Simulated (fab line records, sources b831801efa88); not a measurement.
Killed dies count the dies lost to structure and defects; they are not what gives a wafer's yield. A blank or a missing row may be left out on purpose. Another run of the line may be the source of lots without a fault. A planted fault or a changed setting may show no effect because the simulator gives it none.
fab line records :: flow sky130
record:
  lots: 6
  wafers: 18
  lastDay: 50
route steps=708 shown LDD_N@241 LDD_P@255 LDD_HVN@267
lots that met no fault: taken from a fault-free run of the same line
startH: the number of hours between the record's first day and the start of the first shown wafer of the lot :: waitH: time in hours since the lot's previous step :: " unchanged from the row above :: L1.1+2: a single row standing in for several wafers :: - no value, or no start was given :: * or withheld: withheld :: < > ~ a bound
route shown NAME@n: names a module that has steps shown in the file, with the first one's number in the route :: usual: mean and standard deviation over wafers with no fault :: same: alike in all rows :: chamber/n: place in a boat :: sites: the reading at each site :: _std_site: the standard deviation of these :: _edge_site: inner sites' mean taken away from outer sites' mean :: radiusMm: for every site, how far away it sits from the centre of the wafer :: mask NAME#n: copy n :: behind: the most recent tool/chamber to have shaped the wafer :: hold: the reason the lot was held/the length of the hold in hours/how it ended :: device: which transistor (n, p or np) failed to switch :: end of line: tests run on the same wafers once the route is complete :: a step without rows: its recipe alone :: killed: not the wafer's yield, but the dies lost to structure and defects at the first sort :: map: a wafer's dies, x killed, . not, _ none there
set.NAME: the setting as run; set.NAME@STEP: as run at that earlier step :: model.NAME: the simulator's own value behind a step, which no gauge read
lots seen at some steps along the route; tables by step, rows by wafer
services: when a tool's chamber went out of use (startH, in hours from the record's first day, below 0 if earlier), for how many hours, and the reason
== steps ==
step: SKY_LDD_N_EXPOSE_04
recipe:
  maskId: NTM
  targetCdNm: 840
  na: 0.6
  sourceShape: conventional
  sigmaOuter: 0.6
  doseMj: 110
step: SKY_LDD_N_PEB_05
recipe:
  tempC: withheld
  timeS: *
  resist: NOVOLAK
step: SKY_LDD_N_DEVELOP_06
recipe:
  developTimeS: 60
  devTempC: 23
step: SKY_LDD_N_OVL_MEAS_07
usual:
  LDD_N_OVL: -0.1/1.3
lot.wafer: L427.1
tool: overlay-01
chamber: -
startH: 498.79
waitH: 0.1
LDD_N_OVL[nm]: 0.7

lot.wafer: L427.2
tool: overlay-01
chamber: -
startH: 498.79
waitH: 0.1
LDD_N_OVL[nm]: 0.0

lot.wafer: L427.3
tool: overlay-01
chamber: -
startH: 498.79
waitH: 0.1
LDD_N_OVL[nm]: 0.7

lot.wafer: L431.1
tool: overlay-01
chamber: -
startH: 516.06
waitH: 0.1
LDD_N_OVL[nm]: 0.7

lot.wafer: L431.2
tool: overlay-01
chamber: -
startH: 516.06
waitH: 0.1
LDD_N_OVL[nm]: 1.0

lot.wafer: L431.4
tool: overlay-01
chamber: -
startH: 516.06
waitH: 0.1
LDD_N_OVL[nm]: 0.0

lot.wafer: L434.3
tool: overlay-01
chamber: -
startH: 550.05
waitH: 0.1
LDD_N_OVL[nm]: -0.1

lot.wafer: L434.4
tool: overlay-01
chamber: -
startH: 550.05
waitH: 0.1
LDD_N_OVL[nm]: -1.1

lot.wafer: L434.6
tool: overlay-01
chamber: -
startH: 550.05
waitH: 0.1
LDD_N_OVL[nm]: -1.0

lot.wafer: L435.1
tool: overlay-02
chamber: -
startH: 556.20
waitH: 0.1
LDD_N_OVL[nm]: -0.9

lot.wafer: L435.3
tool: overlay-02
chamber: -
startH: 556.20
waitH: 0.1
LDD_N_OVL[nm]: -0.8

lot.wafer: L435.6
tool: overlay-02
chamber: -
startH: 556.20
waitH: 0.1
LDD_N_OVL[nm]: -0.2

lot.wafer: L439.2
tool: overlay-02
chamber: -
startH: 584.14
waitH: 0.1
LDD_N_OVL[nm]: -0.9

lot.wafer: L439.3
tool: overlay-02
chamber: -
startH: 584.14
waitH: 0.1
LDD_N_OVL[nm]: 1.4

lot.wafer: L439.4
tool: overlay-02
chamber: -
startH: 584.14
waitH: 0.1
LDD_N_OVL[nm]: 0.1

lot.wafer: L440.2
tool: overlay-01
chamber: -
startH: 593.59
waitH: 0.1
LDD_N_OVL[nm]: -1.0

lot.wafer: L440.4
tool: overlay-01
chamber: -
startH: 593.59
waitH: 0.1
LDD_N_OVL[nm]: -1.4

lot.wafer: L440.5
tool: overlay-01
chamber: -
startH: 593.59
waitH: 0.1
LDD_N_OVL[nm]: -0.7
step: SKY_LDD_N_IMPLANT_08
recipe:
  species: As
  energyKev: 20
  doseCm2: 7.5e+13
  tiltDeg: withheld
  rotationDeg: 23
step: SKY_LDD_N_IMPLANT_09
recipe:
  species: As
  energyKev: 20
  doseCm2: 7.5e+13
  tiltDeg: withheld
  rotationDeg: 113
step: SKY_LDD_N_IMPLANT_10
recipe:
  species: As
  energyKev: 20
  doseCm2: 7.5e+13
  tiltDeg: withheld
  rotationDeg: 203
step: SKY_LDD_N_IMPLANT_11
recipe:
  species: As
  energyKev: 20
  doseCm2: 7.5e+13
  tiltDeg: withheld
  rotationDeg: 293
step: SKY_LDD_N_IMPLANT_12
recipe:
  species: BF2
  energyKev: 50
  doseCm2: 5e+12
  tiltDeg: 30
  rotationDeg: 0
step: SKY_LDD_N_IMPLANT_13
recipe:
  species: BF2
  energyKev: 50
  doseCm2: 5e+12
  tiltDeg: 30
  rotationDeg: 90
step: SKY_LDD_N_IMPLANT_14
recipe:
  species: BF2
  energyKev: 50
  doseCm2: 5e+12
  tiltDeg: 30
  rotationDeg: 180
step: SKY_LDD_N_IMPLANT_15
recipe:
  species: BF2
  energyKev: 50
  doseCm2: 5e+12
  tiltDeg: 30
  rotationDeg: 270
step: SKY_LDD_N_STRIP_16
recipe:
  chemistry: O2/N2
  powerW: 1400
  pressureMtorr: 1500
  platenTempC: withheld
  o2FlowSccm: 3000
  n2FlowSccm: 300
  overashFraction: 0.5
usual:
  chamberPressureMTorr: 1500.0/1.4
  drypumpMotorCurrentA: 5.77/0.08
  oesProductAu: 0.407/0.0045
  stripTimeToEndpointS: 4.326/0.014
lot.wafer: L427.1
tool: plasmaAsher-01
chamber: 0
startH: 500.02
waitH: 0.1
chamberPressureMTorr: 1500.3
drypumpMotorCurrentA: 5.87
oesProductAu: 0.395
rfHoursCounterH: 79
stripTimeToEndpointS: 4.333
model.NOVOLAK_of_LDD_N_COAT_02.thkNm: 0

lot.wafer: L427.2
tool: plasmaAsher-01
chamber: 1
startH: 500.02
waitH: 0.1
chamberPressureMTorr: 1502.6
drypumpMotorCurrentA: 5.78
oesProductAu: 0.409
rfHoursCounterH: 79
stripTimeToEndpointS: 4.344
model.NOVOLAK_of_LDD_N_COAT_02.thkNm: 0

lot.wafer: L427.3
tool: plasmaAsher-01
chamber: 1
startH: 500.02
waitH: 0.1
chamberPressureMTorr: 1499.7
drypumpMotorCurrentA: 5.76
oesProductAu: 0.405
rfHoursCounterH: -
stripTimeToEndpointS: 4.317
model.NOVOLAK_of_LDD_N_COAT_02.thkNm: 0

lot.wafer: L431.1
tool: plasmaAsher-04
chamber: 1
startH: 517.29
waitH: 0.1
chamberPressureMTorr: 1501.3
drypumpMotorCurrentA: 5.77
oesProductAu: 0.412
rfHoursCounterH: 8
stripTimeToEndpointS: 4.347
model.NOVOLAK_of_LDD_N_COAT_02.thkNm: 0

lot.wafer: L431.2
tool: plasmaAsher-04
chamber: 0
startH: 517.29
waitH: 0.1
chamberPressureMTorr: 1500.8
drypumpMotorCurrentA: 5.67
oesProductAu: 0.407
rfHoursCounterH: 8
stripTimeToEndpointS: 4.347
model.NOVOLAK_of_LDD_N_COAT_02.thkNm: 0

lot.wafer: L431.4
tool: plasmaAsher-04
chamber: 0
startH: 517.29
waitH: 0.1
chamberPressureMTorr: 1499.6
drypumpMotorCurrentA: 5.65
oesProductAu: 0.405
rfHoursCounterH: -
stripTimeToEndpointS: 4.336
model.NOVOLAK_of_LDD_N_COAT_02.thkNm: 0

lot.wafer: L434.3
tool: plasmaAsher-04
chamber: 1
startH: 551.31
waitH: 0.1
chamberPressureMTorr: -
drypumpMotorCurrentA: -
oesProductAu: -
rfHoursCounterH: -
stripTimeToEndpointS: -
model.NOVOLAK_of_LDD_N_COAT_02.thkNm: 299.9

lot.wafer: L434.4
tool: plasmaAsher-04
chamber: 0
startH: 551.31
waitH: 0.1
chamberPressureMTorr: -
drypumpMotorCurrentA: -
oesProductAu: -
rfHoursCounterH: -
stripTimeToEndpointS: -
model.NOVOLAK_of_LDD_N_COAT_02.thkNm: 300.5

lot.wafer: L434.6
tool: plasmaAsher-04
chamber: 1
startH: 551.31
waitH: 0.1
chamberPressureMTorr: -
drypumpMotorCurrentA: -
oesProductAu: -
rfHoursCounterH: -
stripTimeToEndpointS: -
model.NOVOLAK_of_LDD_N_COAT_02.thkNm: 300.3

lot.wafer: L435.1
tool: plasmaAsher-04
chamber: 1
startH: 557.43
waitH: 0.1
chamberPressureMTorr: -
drypumpMotorCurrentA: -
oesProductAu: -
rfHoursCounterH: -
stripTimeToEndpointS: -
model.NOVOLAK_of_LDD_N_COAT_02.thkNm: 299.8

lot.wafer: L435.3
tool: plasmaAsher-04
chamber: 1
startH: 557.43
waitH: 0.1
chamberPressureMTorr: -
drypumpMotorCurrentA: -
oesProductAu: -
rfHoursCounterH: -
stripTimeToEndpointS: -
model.NOVOLAK_of_LDD_N_COAT_02.thkNm: 300.9

lot.wafer: L435.6
tool: plasmaAsher-04
chamber: 0
startH: 557.43
waitH: 0.1
chamberPressureMTorr: -
drypumpMotorCurrentA: -
oesProductAu: -
rfHoursCounterH: -
stripTimeToEndpointS: -
model.NOVOLAK_of_LDD_N_COAT_02.thkNm: 301

lot.wafer: L439.2
tool: plasmaAsher-04
chamber: 1
startH: 585.37
waitH: 0.1
chamberPressureMTorr: 1497.7
drypumpMotorCurrentA: 5.82
oesProductAu: 0.407
rfHoursCounterH: 16
stripTimeToEndpointS: 4.328
model.NOVOLAK_of_LDD_N_COAT_02.thkNm: 0

lot.wafer: L439.3
tool: plasmaAsher-04
chamber: 0
startH: 585.37
waitH: 0.1
chamberPressureMTorr: 1501.7
drypumpMotorCurrentA: 5.73
oesProductAu: 0.409
rfHoursCounterH: -
stripTimeToEndpointS: 4.297
model.NOVOLAK_of_LDD_N_COAT_02.thkNm: 0

lot.wafer: L439.4
tool: plasmaAsher-04
chamber: 1
startH: 585.37
waitH: 0.1
chamberPressureMTorr: 1499.3
drypumpMotorCurrentA: 5.80
oesProductAu: 0.416
rfHoursCounterH: -
stripTimeToEndpointS: 4.333
model.NOVOLAK_of_LDD_N_COAT_02.thkNm: 0

lot.wafer: L440.2
tool: plasmaAsher-02
chamber: 1
startH: 594.82
waitH: 0.1
chamberPressureMTorr: 1496.7
drypumpMotorCurrentA: 5.88
oesProductAu: 0.410
rfHoursCounterH: 80
stripTimeToEndpointS: 4.321
model.NOVOLAK_of_LDD_N_COAT_02.thkNm: 0

lot.wafer: L440.4
tool: plasmaAsher-02
chamber: 1
startH: 594.82
waitH: 0.1
chamberPressureMTorr: 1502.0
drypumpMotorCurrentA: 5.87
oesProductAu: 0.406
rfHoursCounterH: -
stripTimeToEndpointS: 4.332
model.NOVOLAK_of_LDD_N_COAT_02.thkNm: 0

lot.wafer: L440.5
tool: plasmaAsher-02
chamber: 0
startH: 594.82
waitH: 0.1
chamberPressureMTorr: 1501.0
drypumpMotorCurrentA: 5.55
oesProductAu: 0.408
rfHoursCounterH: -
stripTimeToEndpointS: 4.344
model.NOVOLAK_of_LDD_N_COAT_02.thkNm: 0
step: SKY_LDD_N_TW_MEAS_17
usual:
  LDD_N_TW: 2568/13
lot.wafer: L427.1
tool: filmMetro-03
chamber: -
startH: 500.12
waitH: 0.1
LDD_N_TW: 2579

lot.wafer: L427.2
tool: filmMetro-03
chamber: -
startH: 500.12
waitH: 0.1
LDD_N_TW: 2574

lot.wafer: L427.3
tool: filmMetro-03
chamber: -
startH: 500.12
waitH: 0.1
LDD_N_TW: 2581

lot.wafer: L431.1
tool: filmMetro-02
chamber: -
startH: 517.39
waitH: 0.1
LDD_N_TW: 2566

lot.wafer: L431.2
tool: filmMetro-02
chamber: -
startH: 517.39
waitH: 0.1
LDD_N_TW: 2556

lot.wafer: L431.4
tool: filmMetro-02
chamber: -
startH: 517.39
waitH: 0.1
LDD_N_TW: 2573

lot.wafer: L434.3
tool: filmMetro-03
chamber: -
startH: 551.39
waitH: 0.1
LDD_N_TW: 2577

lot.wafer: L434.4
tool: filmMetro-03
chamber: -
startH: 551.39
waitH: 0.1
LDD_N_TW: 2572

lot.wafer: L434.6
tool: filmMetro-03
chamber: -
startH: 551.39
waitH: 0.1
LDD_N_TW: 2574

lot.wafer: L435.1
tool: filmMetro-03
chamber: -
startH: 557.53
waitH: 0.1
LDD_N_TW: 2563

lot.wafer: L435.3
tool: filmMetro-03
chamber: -
startH: 557.53
waitH: 0.1
LDD_N_TW: 2547

lot.wafer: L435.6
tool: filmMetro-03
chamber: -
startH: 557.53
waitH: 0.1
LDD_N_TW: 2555

lot.wafer: L439.2
tool: filmMetro-03
chamber: -
startH: 585.48
waitH: 0.1
LDD_N_TW: 2570

lot.wafer: L439.3
tool: filmMetro-03
chamber: -
startH: 585.48
waitH: 0.1
LDD_N_TW: 2581

lot.wafer: L439.4
tool: filmMetro-03
chamber: -
startH: 585.48
waitH: 0.1
LDD_N_TW: 2585

lot.wafer: L440.2
tool: filmMetro-01
chamber: -
startH: 594.93
waitH: 0.1
LDD_N_TW: 2544

lot.wafer: L440.4
tool: filmMetro-01
chamber: -
startH: 594.93
waitH: 0.1
LDD_N_TW: 2568

lot.wafer: L440.5
tool: filmMetro-01
chamber: -
startH: 594.93
waitH: 0.1
LDD_N_TW: 2557
step: SKY_LDD_P_DEHYDRATE_00
recipe:
  tempC: 200
  timeS: 60
step: SKY_LDD_P_HMDS_01
recipe:
  primeTimeS: 60
  primeTempC: 120
step: SKY_LDD_P_COAT_02
recipe:
  resist: NOVOLAK
  spinRpm: 3074
  resistThkNm: 1140
step: SKY_LDD_P_SOFTBAKE_03
recipe:
  tempC: 90
  timeS: 60
  resist: NOVOLAK
step: SKY_LDD_P_EXPOSE_04
recipe:
  maskId: PSDM
  na: 0.6
  sourceShape: conventional
  sigmaOuter: 0.6
  polarization: unpolarized
  targetCdNm: 380
  doseMj: 138
step: SKY_LDD_P_PEB_05
recipe:
  tempC: withheld
  timeS: *
  resist: NOVOLAK
step: SKY_LDD_P_DEVELOP_06
recipe:
  resist: NOVOLAK
  developer: TMAH
  developTimeS: 60
  devTempC: 23
step: SKY_LDD_P_CD_MEAS_07
recipe:
  targetCdNm: 380
usual:
  cdNm: 382.6/2.5
lot.wafer: L427.1
tool: cdSem-01
chamber: -
startH: 530.25
waitH: 0.1
cdNm: 379.7

lot.wafer: L427.2
tool: cdSem-01
chamber: -
startH: 530.25
waitH: 0.1
cdNm: 379.5

lot.wafer: L427.3
tool: cdSem-01
chamber: -
startH: 530.25
waitH: 0.1
cdNm: 381.0

lot.wafer: L431.1
tool: cdSem-01
chamber: -
startH: 546.70
waitH: 0.1
cdNm: 388.5

lot.wafer: L431.2
tool: cdSem-01
chamber: -
startH: 546.70
waitH: 0.1
cdNm: 386.2

lot.wafer: L431.4
tool: cdSem-01
chamber: -
startH: 546.70
waitH: 0.1
cdNm: 387.0

lot.wafer: L434.3
tool: cdSem-02
chamber: -
startH: 580.90
waitH: 0.1
cdNm: 382.8

lot.wafer: L434.4
tool: cdSem-02
chamber: -
startH: 580.90
waitH: 0.1
cdNm: 381.9

lot.wafer: L434.6
tool: cdSem-02
chamber: -
startH: 580.90
waitH: 0.1
cdNm: 379.4

lot.wafer: L435.1
tool: cdSem-02
chamber: -
startH: 587.13
waitH: 0.1
cdNm: 381.2

lot.wafer: L435.3
tool: cdSem-02
chamber: -
startH: 587.13
waitH: 0.1
cdNm: 385.1

lot.wafer: L435.6
tool: cdSem-02
chamber: -
startH: 587.13
waitH: 0.1
cdNm: 384.6

lot.wafer: L439.2
tool: cdSem-02
chamber: -
startH: 613.22
waitH: 0.1
cdNm: 383.6

lot.wafer: L439.3
tool: cdSem-02
chamber: -
startH: 613.22
waitH: 0.1
cdNm: 382.7

lot.wafer: L439.4
tool: cdSem-02
chamber: -
startH: 613.22
waitH: 0.1
cdNm: 381.3

lot.wafer: L440.2
tool: cdSem-01
chamber: -
startH: 623.92
waitH: 0.1
cdNm: 386.6

lot.wafer: L440.4
tool: cdSem-01
chamber: -
startH: 623.92
waitH: 0.1
cdNm: 384.4

lot.wafer: L440.5
tool: cdSem-01
chamber: -
startH: 623.92
waitH: 0.1
cdNm: 387.0
step: SKY_LDD_P_OVL_MEAS_08
usual:
  LDD_P_OVL: -0.3/1.5
lot.wafer: L427.1
tool: overlay-02
chamber: -
startH: 530.37
waitH: 0.1
LDD_P_OVL[nm]: -1.0

lot.wafer: L427.2
tool: overlay-02
chamber: -
startH: 530.37
waitH: 0.1
LDD_P_OVL[nm]: -0.8

lot.wafer: L427.3
tool: overlay-02
chamber: -
startH: 530.37
waitH: 0.1
LDD_P_OVL[nm]: -0.5

lot.wafer: L431.1
tool: overlay-01
chamber: -
startH: 546.82
waitH: 0.1
LDD_P_OVL[nm]: 0.2

lot.wafer: L431.2
tool: overlay-01
chamber: -
startH: 546.82
waitH: 0.1
LDD_P_OVL[nm]: -2.0

lot.wafer: L431.4
tool: overlay-01
chamber: -
startH: 546.82
waitH: 0.1
LDD_P_OVL[nm]: -2.1

lot.wafer: L434.3
tool: overlay-01
chamber: -
startH: 580.99
waitH: 0.1
LDD_P_OVL[nm]: -1.4

lot.wafer: L434.4
tool: overlay-01
chamber: -
startH: 580.99
waitH: 0.1
LDD_P_OVL[nm]: -1.2

lot.wafer: L434.6
tool: overlay-01
chamber: -
startH: 580.99
waitH: 0.1
LDD_P_OVL[nm]: 0.4

lot.wafer: L435.1
tool: overlay-02
chamber: -
startH: 587.25
waitH: 0.1
LDD_P_OVL[nm]: -1.5

lot.wafer: L435.3
tool: overlay-02
chamber: -
startH: 587.25
waitH: 0.1
LDD_P_OVL[nm]: -1.1

lot.wafer: L435.6
tool: overlay-02
chamber: -
startH: 587.25
waitH: 0.1
LDD_P_OVL[nm]: -0.1

lot.wafer: L439.2
tool: overlay-01
chamber: -
startH: 613.32
waitH: 0.1
LDD_P_OVL[nm]: -0.8

lot.wafer: L439.3
tool: overlay-01
chamber: -
startH: 613.32
waitH: 0.1
LDD_P_OVL[nm]: -2.3

lot.wafer: L439.4
tool: overlay-01
chamber: -
startH: 613.32
waitH: 0.1
LDD_P_OVL[nm]: -2.1

lot.wafer: L440.2
tool: overlay-01
chamber: -
startH: 624.02
waitH: 0.1
LDD_P_OVL[nm]: -0.1

lot.wafer: L440.4
tool: overlay-01
chamber: -
startH: 624.02
waitH: 0.1
LDD_P_OVL[nm]: -0.8

lot.wafer: L440.5
tool: overlay-01
chamber: -
startH: 624.02
waitH: 0.1
LDD_P_OVL[nm]: -1.7
step: SKY_LDD_P_IMPLANT_09
recipe:
  species: BF2
  energyKev: 25
  doseCm2: 1e+13
  tiltDeg: withheld
step: SKY_LDD_P_STRIP_10
recipe:
  chemistry: O2/N2
  powerW: 1400
  pressureMtorr: 1500
  platenTempC: withheld
  o2FlowSccm: 3000
  n2FlowSccm: 300
  overashFraction: 0.5
usual:
  chamberPressureMTorr: 1499.8/1.3
  drypumpMotorCurrentA: 5.78/0.12
  oesProductAu: 0.716/0.0044
  stripTimeToEndpointS: 14.01/0.05
lot.wafer: L427.1
tool: plasmaAsher-03
chamber: 0
startH: 530.55
waitH: 0.1
chamberPressureMTorr: 1498.7
drypumpMotorCurrentA: 6.00
oesProductAu: 0.712
rfHoursCounterH: 39
stripTimeToEndpointS: 14.10

lot.wafer: L427.2
tool: plasmaAsher-03
chamber: 1
startH: 530.55
waitH: 0.1
chamberPressureMTorr: 1500.0
drypumpMotorCurrentA: 5.57
oesProductAu: 0.723
rfHoursCounterH: 39
stripTimeToEndpointS: 14.13

lot.wafer: L427.3
tool: plasmaAsher-03
chamber: 1
startH: 530.55
waitH: 0.1
chamberPressureMTorr: 1502.5
drypumpMotorCurrentA: 5.55
oesProductAu: 0.714
rfHoursCounterH: -
stripTimeToEndpointS: 14.06

lot.wafer: L431.1
tool: plasmaAsher-04
chamber: 1
startH: 547.00
waitH: 0.1
chamberPressureMTorr: 1498.7
drypumpMotorCurrentA: 5.80
oesProductAu: 0.716
rfHoursCounterH: 11
stripTimeToEndpointS: 13.97

lot.wafer: L431.2
tool: plasmaAsher-04
chamber: 0
startH: 547.00
waitH: 0.1
chamberPressureMTorr: 1500.7
drypumpMotorCurrentA: 5.70
oesProductAu: 0.714
rfHoursCounterH: 11
stripTimeToEndpointS: 14.03

lot.wafer: L431.4
tool: plasmaAsher-04
chamber: 1
startH: 547.00
waitH: 0.1
chamberPressureMTorr: 1499.8
drypumpMotorCurrentA: 5.78
oesProductAu: 0.712
rfHoursCounterH: -
stripTimeToEndpointS: 13.98

lot.wafer: L434.3
tool: plasmaAsher-04
chamber: 1
startH: 581.20
waitH: 0.1
chamberPressureMTorr: 1498.1
drypumpMotorCurrentA: 5.81
oesProductAu: 0.721
rfHoursCounterH: -
stripTimeToEndpointS: 18.63

lot.wafer: L434.4
tool: plasmaAsher-04
chamber: 0
startH: 581.20
waitH: 0.1
chamberPressureMTorr: 1499.8
drypumpMotorCurrentA: 5.71
oesProductAu: 0.717
rfHoursCounterH: -
stripTimeToEndpointS: 18.60

lot.wafer: L434.6
tool: plasmaAsher-04
chamber: 1
startH: 581.20
waitH: 0.1
chamberPressureMTorr: 1498.2
drypumpMotorCurrentA: 5.82
oesProductAu: 0.714
rfHoursCounterH: -
stripTimeToEndpointS: 18.60

lot.wafer: L435.1
tool: plasmaAsher-01
chamber: 0
startH: 587.44
waitH: 0.1
chamberPressureMTorr: 1499.6
drypumpMotorCurrentA: 5.84
oesProductAu: 0.711
rfHoursCounterH: 88
stripTimeToEndpointS: 18.62

lot.wafer: L435.3
tool: plasmaAsher-01
chamber: 1
startH: 587.44
waitH: 0.1
chamberPressureMTorr: 1497.7
drypumpMotorCurrentA: 5.77
oesProductAu: 0.723
rfHoursCounterH: -
stripTimeToEndpointS: 18.60

lot.wafer: L435.6
tool: plasmaAsher-01
chamber: 1
startH: 587.44
waitH: 0.1
chamberPressureMTorr: 1498.7
drypumpMotorCurrentA: 5.76
oesProductAu: 0.720
rfHoursCounterH: -
stripTimeToEndpointS: 18.62

lot.wafer: L439.2
tool: plasmaAsher-03
chamber: 0
startH: 613.50
waitH: 0.1
chamberPressureMTorr: 1501.1
drypumpMotorCurrentA: 6.05
oesProductAu: 0.709
rfHoursCounterH: 46
stripTimeToEndpointS: 13.97

lot.wafer: L439.3
tool: plasmaAsher-03
chamber: 0
startH: 613.50
waitH: 0.1
chamberPressureMTorr: 1500.9
drypumpMotorCurrentA: 6.04
oesProductAu: 0.712
rfHoursCounterH: -
stripTimeToEndpointS: 13.96

lot.wafer: L439.4
tool: plasmaAsher-03
chamber: 1
startH: 613.50
waitH: 0.1
chamberPressureMTorr: 1500.5
drypumpMotorCurrentA: 5.58
oesProductAu: 0.718
rfHoursCounterH: -
stripTimeToEndpointS: 14.01

lot.wafer: L440.2
tool: plasmaAsher-01
chamber: 0
startH: 624.20
waitH: 0.1
chamberPressureMTorr: 1498.7
drypumpMotorCurrentA: 5.85
oesProductAu: 0.719
rfHoursCounterH: 91
stripTimeToEndpointS: 14.02

lot.wafer: L440.4
tool: plasmaAsher-01
chamber: 0
startH: 624.20
waitH: 0.1
chamberPressureMTorr: 1499.6
drypumpMotorCurrentA: 5.83
oesProductAu: 0.729
rfHoursCounterH: -
stripTimeToEndpointS: 13.99

lot.wafer: L440.5
tool: plasmaAsher-01
chamber: 0
startH: 624.20
waitH: 0.1
chamberPressureMTorr: 1501.0
drypumpMotorCurrentA: 5.85
oesProductAu: 0.719
rfHoursCounterH: -
stripTimeToEndpointS: 13.98
step: SKY_LDD_P_TW_MEAS_11
usual:
  LDD_P_TW: 634/6.3
lot.wafer: L427.1
tool: filmMetro-02
chamber: -
startH: 530.65
waitH: 0.1
LDD_P_TW: 627

lot.wafer: L427.2
tool: filmMetro-02
chamber: -
startH: 530.65
waitH: 0.1
LDD_P_TW: 632

lot.wafer: L427.3
tool: filmMetro-02
chamber: -
startH: 530.65
waitH: 0.1
LDD_P_TW: 632

lot.wafer: L431.1
tool: filmMetro-04
chamber: -
startH: 547.10
waitH: 0.1
LDD_P_TW: 643

lot.wafer: L431.2
tool: filmMetro-04
chamber: -
startH: 547.10
waitH: 0.1
LDD_P_TW: 645

lot.wafer: L431.4
tool: filmMetro-04
chamber: -
startH: 547.10
waitH: 0.1
LDD_P_TW: 649

lot.wafer: L434.3
tool: filmMetro-04
chamber: -
startH: 581.28
waitH: 0.1
LDD_P_TW: 30

lot.wafer: L434.4
tool: filmMetro-04
chamber: -
startH: 581.28
waitH: 0.1
LDD_P_TW: 30

lot.wafer: L434.6
tool: filmMetro-04
chamber: -
startH: 581.28
waitH: 0.1
LDD_P_TW: 30

lot.wafer: L435.1
tool: filmMetro-01
chamber: -
startH: 587.54
waitH: 0.1
LDD_P_TW: 30

lot.wafer: L435.3
tool: filmMetro-01
chamber: -
startH: 587.54
waitH: 0.1
LDD_P_TW: 30

lot.wafer: L435.6
tool: filmMetro-01
chamber: -
startH: 587.54
waitH: 0.1
LDD_P_TW: 30

lot.wafer: L439.2
tool: filmMetro-04
chamber: -
startH: 613.61
waitH: 0.1
LDD_P_TW: 640

lot.wafer: L439.3
tool: filmMetro-04
chamber: -
startH: 613.61
waitH: 0.1
LDD_P_TW: 643

lot.wafer: L439.4
tool: filmMetro-04
chamber: -
startH: 613.61
waitH: 0.1
LDD_P_TW: 646

lot.wafer: L440.2
tool: filmMetro-01
chamber: -
startH: 624.31
waitH: 0.1
LDD_P_TW: 634

lot.wafer: L440.4
tool: filmMetro-01
chamber: -
startH: 624.31
waitH: 0.1
LDD_P_TW: 631

lot.wafer: L440.5
tool: filmMetro-01
chamber: -
startH: 624.31
waitH: 0.1
LDD_P_TW: 633
step: SKY_LDD_HVN_DEHYDRATE_00
recipe:
  tempC: 200
  timeS: 60
== services ==
tool: plasmaAsher-04
chamber: -
startH: 486.86
hours: 2.8
kind: pm

tool: plasmaAsher-01
chamber: -
startH: 511.13
hours: 0.3
kind: repair

tool: plasmaAsher-04
chamber: -
startH: 519.20
hours: 4.3
kind: repair

tool: plasmaAsher-01
chamber: -
startH: 542.79
hours: 3.3
kind: repair

tool: plasmaAsher-03
chamber: -
startH: 561.19
hours: 14.6
kind: pm

tool: plasmaAsher-01
chamber: -
startH: 615.14
hours: 4.3
kind: pm
== key ==
firstSign:
  step: SKY_LDD_N_STRIP_16
  reading: toolRecord
  direction: missing
effect:
  step: SKY_LDD_P_STRIP_10
  reading: stripTimeToEndpointS
  direction: up
  sigmas: 92
  usual: *
  struck: *
effect:
  step: SKY_LDD_P_TW_MEAS_11
  reading: LDD_P_TW
  direction: down
  sigmas: 96
  usual: 634
  struck: 30
modelEffect:
  step: SKY_LDD_N_STRIP_16
  value: NOVOLAK_of_LDD_N_COAT_02.thkNm
  without: 0
  struck: 300.4
metAt SKY_LDD_N_STRIP_16
struckWafers L434.3,L434.4,L434.6,L435.1,L435.3,L435.6
sortLeftOut L434.3,L434.4,L434.6,L435.1,L435.3,L435.6
testerLeftOut L434,L435
onsetBetween 517.29 551.31
fault:
  kind: skippedStepWhole
  tool: plasmaAsher-04
  chamber: -
  onsetH: 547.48
  steps: SKY_LDD_N_STRIP_16
  scope: struckLotsOnly
testerLeftOut: of these lots the tester's yield and bins aren't shown, on N5 and GAA mostly nor the transistor test; their killed dies are dies lost to structure and defects alone, not to doping, threshold or leakage, so they don't give the yield
sortLeftOut: the simulated sort isn't trusted on such a fault, so these wafers' sort isn't shown, and their yield isn't known
